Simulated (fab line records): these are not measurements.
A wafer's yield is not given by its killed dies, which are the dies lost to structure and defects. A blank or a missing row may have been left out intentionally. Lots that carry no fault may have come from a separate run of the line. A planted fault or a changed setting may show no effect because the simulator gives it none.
fab line records	flow sky130
record lots=12	wafers=36	last-day=50
route steps=708 shown METAL1@452 VIA4@657 METAL5@663 PAD_OPEN@708
lots with no fault: from the same line, run without faults
start-h: hours from the record's first day to the start of the lot's first wafer shown	wait-h: how many hours have passed since the lot's step before this one	" as in the row above	L1.1+2: a single row standing in for several wafers	- no value present, or no start provided	* or withheld: withheld	< > ~ a bound
route shown NAME@n: a module of which the file shows steps, and the number in the route of the first	usual: the fault-free wafers' mean and standard deviation	same: alike in all rows	chamber/n: place in a boat	sites: the reading at each site	_std_site: the standard deviation of these	_edge_site: inner sites' mean taken away from outer sites' mean	radius-mm: how far each site lies from the wafer's centre	mask NAME#n: copy n	behind: the last tool/chamber to shape the wafer	hold: why the lot went on hold/how many hours it stayed there/how the hold came to an end	device: the n, p or np transistor that did not switch	end of line: tests run on the same wafers once the route is complete	a step with no rows: only its recipe	killed: not the wafer's yield, but the dies lost to structure and defects at the first sort	map: shows each die of a wafer: x if killed, . if not, _ if none is there
set.NAME: the setting the step ran with; set.NAME@STEP: the setting that earlier step ran with	model.NAME: the simulator's own value behind a step, which no gauge read
a sample of lots followed through the steps of the route, with each step as a table and each wafer as a row
services: the hour from which a tool's chamber was out of use, counted from the record's first day as start-h (under 0 if before that day), plus the number of hours and why
## steps
# step SKY_METAL1_ETCH_18
# recipe chemistry=N2/H2	target=BARC	ion-energy-ev=200	bias-w=100	pressure-mtorr=30	n2-flow-sccm=100	h2-flow-sccm=200	icp-w=500	stop-on=SiO2	time-s=45.9	target-depth-a=600
# usual drypump-motor-current-A=5.87/0.19	he-backside-leak-sccm=3.26/0.22	oes-product-au=0.854/0.0049	throttle-valve-pct=13.224/0.01
lot.wafer	tool	chamber	start-h	wait-h	drypump-motor-current-A	he-backside-leak-sccm	oes-product-au	rf-hours-counter-h	throttle-valve-pct
L234.1	rie-metal-04	1	773.52	0.0	5.80	3.13	0.850	11	13.223
L234.3	"	0	"	"	6.15	3.24	0.856	-	13.223
L234.5	"	0	"	"	6.13	3.28	0.848	-	13.235
L235.1	rie-metal-02	1	784.72	0.0	5.78	3.32	0.854	8	13.210
L235.2	"	0	"	"	5.94	3.17	0.854	9	13.207
L235.6	"	1	"	"	5.79	3.41	0.840	-	13.214
L236.1	rie-metal-02	0	786.60	0.0	5.93	3.33	0.855	9	13.217
L236.3	"	0	"	"	5.91	3.30	0.854	-	13.223
L236.6	"	1	"	"	5.82	3.09	0.849	-	13.233
L238.1	rie-metal-02	1	830.99	0.0	5.81	3.22	0.867	9	13.231
L238.4	"	1	"	"	5.80	3.19	0.859	-	13.224
L238.6	"	1	"	"	5.83	3.07	0.848	-	13.218
L243.2	rie-metal-02	0	864.13	0.0	5.92	3.29	0.844	12	13.213
L243.5	"	1	"	"	5.81	3.43	0.859	-	13.228
L243.6	"	0	"	"	5.90	3.32	0.852	-	13.241
L241.2	rie-metal-04	1	869.05	0.0	5.82	3.27	0.855	14	13.217
L241.4	"	0	"	"	6.18	3.23	0.855	-	13.225
L241.5	"	1	"	"	5.81	3.18	0.861	-	13.232
L245.1	rie-metal-02	0	882.43	0.0	5.91	3.26	0.854	13	13.236
L245.3	"	0	"	"	5.93	3.35	0.853	-	13.203
L245.5	"	1	"	"	5.83	3.39	0.858	-	13.219
L246.2	rie-metal-02	0	892.68	0.0	5.91	3.44	0.859	13	13.226
L246.5	"	0	"	"	5.93	3.37	0.840	-	13.219
L246.6	"	1	"	"	5.82	3.57	0.851	-	13.223
L247.1	rie-metal-04	1	898.36	0.1	5.83	3.04	0.852	16	13.198
L247.2	"	1	"	"	5.80	3.21	0.858	-	13.220
L247.6	"	1	"	"	5.82	3.05	0.855	-	13.218
L249.3	rie-metal-02	0	903.47	0.0	5.97	3.33	0.858	-	13.225
L249.4	"	1	"	"	5.80	3.08	0.850	-	13.239
L249.5	"	1	"	"	5.83	3.19	0.845	-	13.205
L255.4	rie-metal-04	0	928.44	0.1	6.07	3.17	0.860	-	13.213
L255.5	"	0	"	"	6.13	3.17	0.856	-	13.239
L255.6	"	0	"	"	6.11	3.19	0.862	-	13.239
L254.2	rie-metal-04	0	931.50	0.0	6.08	3.32	0.855	3	13.216
L254.3	"	0	"	"	6.08	3.16	0.852	-	13.214
L254.5	"	1	"	"	5.82	3.17	0.857	-	13.231
# step SKY_VIA4_CVD_18
# recipe material=W	target-thk-nm=505	time-s=152.14	temp-c=400	pressure-torr=40
# usual heater-power-w=815/75
lot.wafer	tool	chamber	start-h	wait-h	heater-power-w
L234.1	cvd-w-02	1	1014.37	0.0	740
L234.3	"	1	"	"	772
L234.5	"	1	"	"	774
L235.1	cvd-w-01	0	1023.93	0.0	750
L235.2	"	1	"	"	915
L235.6	"	1	"	"	948
L236.1	cvd-w-02	1	1027.13	0.0	759
L236.3	"	1	"	"	746
L236.6	"	0	"	"	768
L238.1	cvd-w-01	1	1063.22	0.0	942
L238.4	"	0	"	"	755
L238.6	"	1	"	"	944
L243.2	cvd-w-02	1	1089.67	0.0	754
L243.5	"	1	"	"	775
L243.6	"	0	"	"	772
L241.2	cvd-w-02	1	1094.16	0.0	775
L241.4	"	0	"	"	763
L241.5	"	0	"	"	795
L245.1	cvd-w-01	1	1103.99	0.0	933
L245.3	"	1	"	"	937
L245.5	"	1	"	"	931
L246.2	cvd-w-02	0	1113.75	0.0	783
L246.5	"	1	"	"	789
L246.6	"	0	"	"	793
L247.1	cvd-w-01	1	1117.20	0.0	932
L247.2	"	0	"	"	743
L247.6	"	0	"	"	769
L249.3	cvd-w-01	0	1121.61	0.1	754
L249.4	"	1	"	"	911
L249.5	"	0	"	"	769
L255.4	cvd-w-02	0	1141.66	0.1	795
L255.5	"	0	"	"	789
L255.6	"	1	"	"	799
L254.2	cvd-w-02	0	1143.50	0.1	790
L254.3	"	0	"	"	798
L254.5	"	0	"	"	790
# step SKY_METAL5_SPUTTER_02
# recipe material=AlCu	target-thk-nm=1150	power-w=10600	time-s=61.2	chamber-pressure-pa=0.4
# usual throttle-valve-pct=30.2/0.81
lot.wafer	tool	chamber	start-h	wait-h	throttle-valve-pct
L234.1	pvd-sputter-02	-	1015.05	0.0	29.9
L234.3	"	-	"	"	28.8
L234.5	"	-	"	"	29.0
L235.1	pvd-sputter-04	-	1024.61	0.0	30.2
L235.2	"	-	"	"	31.4
L235.6	"	-	"	"	31.3
L236.1	pvd-sputter-04	-	1027.81	0.0	30.5
L236.3	"	-	"	"	30.5
L236.6	"	-	"	"	30.7
L238.1	pvd-sputter-04	-	1063.90	0.0	30.7
L238.4	"	-	"	"	31.0
L238.6	"	-	"	"	30.9
L243.2	pvd-sputter-02	-	1090.35	0.0	30.8
L243.5	"	-	"	"	28.6
L243.6	"	-	"	"	30.6
L241.2	pvd-sputter-01	-	1094.86	0.0	29.6
L241.4	"	-	"	"	28.9
L241.5	"	-	"	"	30.7
L245.1	pvd-sputter-01	-	1105.00	0.0	29.6
L245.3	"	-	"	"	28.7
L245.5	"	-	"	"	29.9
L246.2	pvd-sputter-02	-	1114.46	0.0	30.2
L246.5	"	-	"	"	30.9
L246.6	"	-	"	"	28.9
L247.1	pvd-sputter-01	-	1117.88	0.0	30.4
L247.2	"	-	"	"	28.9
L247.6	"	-	"	"	29.6
L249.3	pvd-sputter-04	-	1122.24	0.0	31.2
L249.4	"	-	"	"	31.2
L249.5	"	-	"	"	31.3
L255.4	pvd-sputter-01	-	1142.40	0.0	30.5
L255.5	"	-	"	"	29.8
L255.6	"	-	"	"	29.6
L254.2	pvd-sputter-01	-	1144.28	0.0	29.9
L254.3	"	-	"	"	28.8
L254.5	"	-	"	"	28.7
# step SKY_METAL5_THK_MEAS_06
# recipe thk-meas-gauge=xrf	reads=AlCu_of_METAL5_SPUTTER_02
# usual METAL5_ALCU_THK=1142/13
lot.wafer	tool	chamber	start-h	wait-h	METAL5_ALCU_THK[nm]
L234.1	film-metro-02	-	1015.29	0.1	1159
L234.3	"	-	"	"	1152
L234.5	"	-	"	"	1161
L235.1	film-metro-04	-	1024.85	0.1	1144
L235.2	"	-	"	"	1159
L235.6	"	-	"	"	1157
L236.1	film-metro-04	-	1028.05	0.1	1147
L236.3	"	-	"	"	1128
L236.6	"	-	"	"	1129
L238.1	film-metro-04	-	1064.13	0.1	1157
L238.4	"	-	"	"	1150
L238.6	"	-	"	"	1150
L243.2	film-metro-01	-	1090.59	0.1	1156
L243.5	"	-	"	"	1155
L243.6	"	-	"	"	1161
L241.2	film-metro-02	-	1095.11	0.1	1139
L241.4	"	-	"	"	1130
L241.5	"	-	"	"	1134
L245.1	film-metro-04	-	1105.23	0.1	1130
L245.3	"	-	"	"	1139
L245.5	"	-	"	"	1122
L246.2	film-metro-02	-	1114.71	0.1	1137
L246.5	"	-	"	"	1138
L246.6	"	-	"	"	1151
L247.1	film-metro-02	-	1118.12	0.1	1125
L247.2	"	-	"	"	1127
L247.6	"	-	"	"	1135
L249.3	film-metro-02	-	1122.50	0.1	1142
L249.4	"	-	"	"	1142
L249.5	"	-	"	"	1136
L255.4	film-metro-04	-	1142.66	0.1	1108
L255.5	"	-	"	"	1116
L255.6	"	-	"	"	1113
L254.2	film-metro-02	-	1144.53	0.1	1114
L254.3	"	-	"	"	1114
L254.5	"	-	"	"	1107
# step SKY_PAD_OPEN_PROBE_99
# usual defect-limited-yield=82.1/1.8	killed_at_M0_to_M3=44/6.2	killed_at_M4_up=3.3/1.8	killed-at-contacts=25/5.8	killed-at-front-end=15/4	killed-at-other=0.3/0.49	killed-dies=88/8.8	killed-open=48/6.5	killed-short=39/6.3	sort_bin_3_pad_short=0.9/0.41	sort_bin_5_function=10.6/1.4	sort_bin_6_memory=6.4/1.1	sort-n-pass=404/8.8	sort-yield-pct=82.1/1.8
# same gross-dies=492	killed-at-back-side=0	sort_bin_4_leakage[%]=0	sort_bin_8_speed[%]=0
lot.wafer	tool	chamber	start-h	wait-h	defect-limited-yield[%]	killed_at_M0_to_M3	killed_at_M4_up	killed-at-contacts	killed-at-front-end	killed-at-other	killed-dies	killed-open	killed-short	sort_bin_3_pad_short[%]	sort_bin_5_function[%]	sort_bin_6_memory[%]	sort-n-pass	sort-yield-pct[%]
L236.1	prober-01	-	1096.90	0.1	82.1	50	3	21	13	1	88	44	44	0.4	11.6	5.9	404	82.1
L236.3	prober-01	-	1097.00	0.2	83.3	39	3	26	14	0	82	48	34	0.2	11.2	5.3	410	83.3
L236.6	prober-01	-	1097.15	0.2	82.5	37	5	26	18	0	86	41	45	1.0	8.7	7.7	406	82.5
L246.2	prober-02	-	1176.41	0.1	83.9	48	1	14	16	0	79	33	45	1.0	10.2	4.9	413	83.9
L246.5	prober-02	-	1176.56	0.2	84.1	40	6	23	9	0	78	36	41	1.0	8.3	6.5	414	84.1
L246.6	prober-02	-	1176.61	0.2	73.4	101	2	12	16	0	131	38	33	4.5	16.5	5.7	361	73.4
L249.3	prober-02	-	1182.77	0.2	80.9	49	3	22	19	1	94	60	32	0.8	9.6	8.7	398	80.9
L249.4	prober-02	-	1182.82	0.2	72.6	96	3	24	11	1	135	36	36	3.7	18.1	5.7	357	72.6
L249.5	prober-02	-	1182.87	0.2	72.0	94	3	21	20	0	138	50	33	3.5	18.1	6.5	354	72.0
# killed by level:class
L236.1 METAL1:geometric-particle:short=10 CONTACT:geometric-particle:open=8 VIA1:geometric-particle:open=8 VIA1:geometric-particle:short=6 VIA3:geometric-particle:open=6 METAL2:geometric-particle:short=5 FIELD_ISO:geometric-particle:open=4 CONTACT:geometric-particle:short=4
L236.3 VIA1:geometric-particle:open=10 CONTACT:geometric-particle:open=9 VIA2:geometric-particle:open=8 LI_CONTACT:geometric-particle:open=7 VIA2:geometric-particle:short=5 POLY_GATE:geometric-particle:open=4 LOCAL_INTERCONNECT:geometric-particle:short=4 CONTACT:geometric-particle:short=4
L236.6 LOCAL_INTERCONNECT:geometric-particle:short=8 VIA1:geometric-particle:open=7 VIA2:geometric-particle:open=7 POLY_GATE:geometric-particle:open=6 CONTACT:geometric-particle:open=6 FIELD_ISO:geometric-particle:short=5 LI_CONTACT:geometric-particle:short=5 METAL2:geometric-particle:short=5
L246.2 METAL1:geometric-particle:short=9 VIA1:geometric-particle:short=7 VIA1:geometric-particle:open=7 METAL2:geometric-particle:short=6 FIELD_ISO:geometric-particle:short=5 LI_CONTACT:geometric-particle:open=5 VIA3:geometric-particle:open=5 VIA2:geometric-particle:open=5
L246.5 VIA1:geometric-particle:open=9 METAL1:geometric-particle:short=7 CONTACT:geometric-particle:open=6 METAL2:geometric-particle:short=6 LOCAL_INTERCONNECT:geometric-particle:short=5 LI_CONTACT:geometric-particle:short=5 VIA3:geometric-particle:open=5 CONTACT:geometric-particle:short=3
L246.6 METAL1:unspecified=58 VIA1:geometric-particle:open=12 METAL2:geometric-particle:short=8 POLY_GATE:geometric-particle:open=5 VIA1:geometric-particle:short=5 POLY_GATE:geometric-particle:short=4 LI_CONTACT:geometric-particle:open=4 VIA2:geometric-particle:open=4
L249.3 VIA1:geometric-particle:open=13 LI_CONTACT:geometric-particle:open=8 VIA3:geometric-particle:open=8 CONTACT:geometric-particle:open=7 VIA2:geometric-particle:open=7 METAL1:geometric-particle:open=5 FIELD_ISO:geometric-particle:open=4 FIELD_ISO:geometric-particle:short=4
L249.4 METAL1:unspecified=61 VIA1:geometric-particle:open=9 LI_CONTACT:geometric-particle:open=7 CONTACT:geometric-particle:open=7 METAL2:geometric-particle:short=6 LOCAL_INTERCONNECT:geometric-particle:short=5 METAL3:geometric-particle:short=5 VIA3:geometric-particle:open=5
L249.5 METAL1:unspecified=54 VIA1:geometric-particle:open=11 VIA2:geometric-particle:open=8 CONTACT:geometric-particle:open=8 POLY_GATE:geometric-particle:short=6 CONTACT:geometric-particle:short=6 POLY_GATE:geometric-particle:open=5 LI_CONTACT:geometric-particle:open=5
## services
tool	chamber	start-h	hours	kind
cvd-w-01	-	761.34	1.2	repair
pvd-sputter-01	-	791.03	4.0	repair
pvd-sputter-04	-	793.16	3.3	repair
cvd-w-01	-	833.26	1.5	repair
cvd-w-02	-	835.10	4.3	pm
rie-metal-04	-	854.00	4.0	pm
rie-metal-04	-	876.62	2.8	pm
pvd-sputter-04	-	881.60	1.9	repair
pvd-sputter-01	-	897.33	13.1	repair
cvd-w-01	-	904.00	14.0	pm
pvd-sputter-01	-	910.19	7.6	repair
rie-metal-04	-	939.14	1.5	repair
rie-metal-02	0	959.34	4.4	repair
cvd-w-02	-	960.80	11.5	repair
cvd-w-02	-	1018.47	6.9	pm
rie-metal-04	1	1027.26	9.3	repair
rie-metal-04	-	1052.02	4.3	pm
cvd-w-02	0	1069.25	2.2	repair
cvd-w-01	0	1070.84	4.1	repair
rie-metal-04	-	1102.39	2.1	repair
cvd-w-01	0	1102.46	11.3	repair
cvd-w-01	-	1109.45	2.8	pm
cvd-w-01	0	1136.12	12.2	repair
cvd-w-02	1	1143.22	2.3	repair
## key
first-sign step=SKY_PAD_OPEN_PROBE_99	reading=killed_at_M0_to_M3	direction=up	sigmas=8.6	usual=44	struck=97
effect step=SKY_PAD_OPEN_PROBE_99	reading=sort_bin_3_pad_short	direction=up	sigmas=7.3	usual=0.9	struck=3.9
met-at SKY_METAL1_ETCH_18
struck-lots L246,L249
struck-wafers L246.6,L249.4,L249.5
not-acting-at SKY_VIA4_CVD_18,SKY_METAL5_SPUTTER_02,SKY_METAL5_THK_MEAS_06
onset-between 882.43 892.68
fault kind=chamber-particle-source	tool=rie-metal-02	chamber=1	onset-h=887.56	steps=SKY_METAL1_ETCH_18	rate-per-visit-cm2=0.8903	end-h=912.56
